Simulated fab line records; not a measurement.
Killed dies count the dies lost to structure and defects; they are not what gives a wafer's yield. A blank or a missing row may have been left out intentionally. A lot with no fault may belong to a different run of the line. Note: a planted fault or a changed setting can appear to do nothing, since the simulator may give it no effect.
8D (eight disciplines) problem report, filled in by code + flow sky130 + the parts of the form that need people (team, actions taken, sign-off) are left out

1. PROBLEM STATEMENT
Wafers free of any fault read 0.426 ohm/sq (standard deviation 0.0043) for VIA1_W_RS at SKY_VIA1_RS_MEAS_22, against a mean of 0.312 ohm/sq on 4 wafers of 3 lots. That is -26 standard deviations from the usual mean.
The step: measures by four-point-probe.
The first sign was on wafer L366.6 at day 39 05:09, on film metro-02. The record has a number at this step for 29 wafers belonging to 10 lots. Rule for "out", or "out of limits": more than 4 standard deviations from the usual mean. All remaining wafers that have a number are taken as sound.

2. WHAT IT IS, WHAT IT ISN'T
| question                    | is                             | is not                                                                    |
|-----------------------------|--------------------------------|---------------------------------------------------------------------------|
| which readings at this step | VIA1_W_RS                      | -                                                                         |
| which lots                  | L366, L367, L368               | L351, L353, L356, L358, L360, L362, L363                                  |
| which wafers of those lots  | L366.6, L367.4, L367.6, L368.4 | L366.3, L366.5, L367.2, L368.2                                            |
| read on which gauges        | film metro-02                  | film metro-01, film metro-04                                              |
| when                        | from day 39 05:09              | up to then (23 sound wafers); but 2 sound wafers of L367, L368 came after |

3. SUSPECTS, AND WHAT RULES EACH OUT
Counting: if a tool at a process step up to the reading ran every lot that is out, it stays a suspect. Sound lots after the first of them don't rule it out here, since some wafers of a struck lot are sound.
- the gauge at SKY_VIA1_RS_MEAS_22: kept. All the wafers that are out were read on film metro-02, and no step on other tools shows them out.
- cvd w-02 at SKY_VIA1_CVD_21 (deposits W, target thk 270 nm, time 80.902 s): kept. It processed each lot that is out (first: L366, day 39 05:03); up to then, its last sound lot is L362 (day 37 22:19).
What counting leaves: cvd w-02 at SKY_VIA1_CVD_21 and film metro-02 at SKY_VIA1_RS_MEAS_22.

4. THE CAUSE (what the simulator had put in)
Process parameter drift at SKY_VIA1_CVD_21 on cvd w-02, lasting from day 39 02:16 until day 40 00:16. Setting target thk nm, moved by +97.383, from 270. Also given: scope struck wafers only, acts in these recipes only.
Counting leaves 2 suspects; this tool is one of them.

5. THE CHAIN OF EFFECTS, in route order
Rows list readings where the struck wafers' mean (over those with a number) sits beyond 3 standard deviations from the usual. Readings are gone through only where the record gives a usual standard deviation; hours: the median, over the lots, of the time from a lot's start at the first step in this table giving one to that lot's start at this step; sigmas: the change measured in usual standard deviations.
| hours | step                 | reading            | usual        | on struck wafers | change | sigmas |
|-------|----------------------|--------------------|--------------|------------------|--------|--------|
| 0     | SKY_VIA1_RS_MEAS_22  | VIA1_W_RS          | 0.426 ohm/sq | 0.312            | -0.113 | -26    |
| 0     | SKY_VIA1_THK_MEAS_23 | VIA1_W_THK         | 273.8 nm     | 372.4            | +98.6  | +33    |
| 0     | SKY_VIA1_CMP_24      | time to endpoint s | 64 s         | 84               | +20    | +3.6   |
Process steps it contains:
- SKY_VIA1_CMP_24: polishes, stops on SiO2, t overpolish 15 s, target thk 0 nm.

6. WHAT WOULD HAVE CAUGHT IT SOONER
3 hours passed between the start of the fault at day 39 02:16 and the first reading out of limits at a measuring or inspecting step in this record, taken at day 39 05:09.
Of the tool readings at SKY_VIA1_CVD_21 for which the record gives a usual standard deviation, none was out on any struck wafer, so an alarm limit of 4 standard deviations on them would not have fired.
Of the lots that are out (3), L367, L368 began SKY_VIA1_CVD_21 on cvd w-02 after day 39 05:09. A hold on the tool at that time would have spared those 2.
